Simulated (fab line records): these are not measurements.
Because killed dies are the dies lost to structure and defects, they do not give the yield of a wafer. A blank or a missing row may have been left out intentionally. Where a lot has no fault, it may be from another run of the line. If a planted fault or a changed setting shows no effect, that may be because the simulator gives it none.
A struck lot beside a sound one -- flow gf180mcu -- 15 out of 602 route steps
Sound: these wafers, L159.3, L159.5, L159.6. Struck: wafers L160.3, L160.6 (left out: L160.5, a lot-mate that was not struck); the cause follows at the end.
Order at every step that has rows: each side's tool, ch and its chambers, its first start. Under that, the readings that differ: sound wafers -- struck wafers -- difference of the means -- sigmas: that difference in standard deviations of wafers without a fault.
alike: readings whose means differ by less than 2 such deviations, and words and numbers that are the same on both sides. not compared: withheld readings, readings that some wafer has no value for, bounds like >300 that may hide the same value, and numbers for which the record gives no deviation and whose values overlap.
A row with sigmas, a row that says differs or no value, or rows on one side alone: a step with any of these is where the two part. Non-overlapping numbers with no deviation appear without sigmas and do not part them. A reading missing from all wafers of one side parts the sides only when that side holds two or more wafers.

first, 9 steps without rows for these wafers: GF_MIM_STRIP_21 (strips in post etch residue remover, time 1200 s); GF_MIM_CLEAN_22 (cleans in DIW); GF_M5_DEHYDRATE_00 (time 60 s); GF_M5_HMDS_01 (prime time 60 s); GF_M5_COAT_02 (resist thk 1000 nm); GF_M5_SOFTBAKE_03 (time 60 s); GF_M5_EXPOSE_04 (exposes mask Metal5, target cd 280 nm); GF_M5_PEB_05 (peb time 90 s); GF_M5_DEVELOP_06 (develop time 60 s).
GF_M5_CD_MEAS_07: the cd target is 280 nm.
  sound on cd sem-02 at day 28 12:23; struck on cd sem-01 at day 29 06:41
  alike: cd nm
GF_M5_OVL_MEAS_08:
  sound on overlay-02 at day 28 12:29; struck on overlay-02 at day 29 06:47
  alike: M5_OVL
GF_M5_ETCH_09: etches Si3N4 in CF4/O2, target depth 52 nm, time 11.6 s.
  sound on rie diel-02 ch 1,2, day 28 12:30; struck on rie diel-03 ch 0,3, day 29 06:48
  alike: drypump motor current A, oes product au, throttle valve pct
  not compared: rf hours counter h
GF_M5_METAL_ETCH_10: etches the open film in Cl2/BCl3, stops on SiO2, target depth 750.8 nm, time 125.1 s.
  sound on rie metal-01 ch 0,1, day 28 12:34; struck on rie metal-04 ch 0, day 29 06:52
reading,sound,struck,difference,sigmas
oes product au (a.u.),0.999 0.989 0.989,0.803 0.802,-0.190,-28
throttle valve pct (%),28.217 28.234 28.233,28.415 28.440,+0.200,+21
model.KrF_of_M5_COAT_02.thk nm (nm),644.7 650.2 648.3,740.6 737.5,+91.3,
  alike: drypump motor current A
  not compared: rf hours counter h
GF_M5_STRIP_11: strips in O2/N2.
  sound on plasma asher-01 ch 0,1, day 28 12:41; struck on plasma asher-03 ch 1, day 29 06:59
reading,sound,struck,difference,sigmas
heater power w (W),337 335 316,366 374,+41,+2
oes product au (a.u.),0.513 0.519 0.519,0.564 0.555,+0.042,+8
strip time to endpoint s (s),6.99 7.04 7.02,7.93 7.90,+0.90,+17
  alike: drypump motor current A
  not compared: rf hours counter h
then, 1 step without rows for these wafers: GF_M5_STRIP_12 (strips in post etch residue remover, time 1200 s).

== WHERE THEY PART ==
At GF_M5_METAL_ETCH_10 first; at GF_M5_STRIP_11 last (within this record only).

WHY: what the simulator had put in
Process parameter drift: rie metal-04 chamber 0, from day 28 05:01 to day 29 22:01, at GF_M5_METAL_ETCH_10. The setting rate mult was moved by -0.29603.
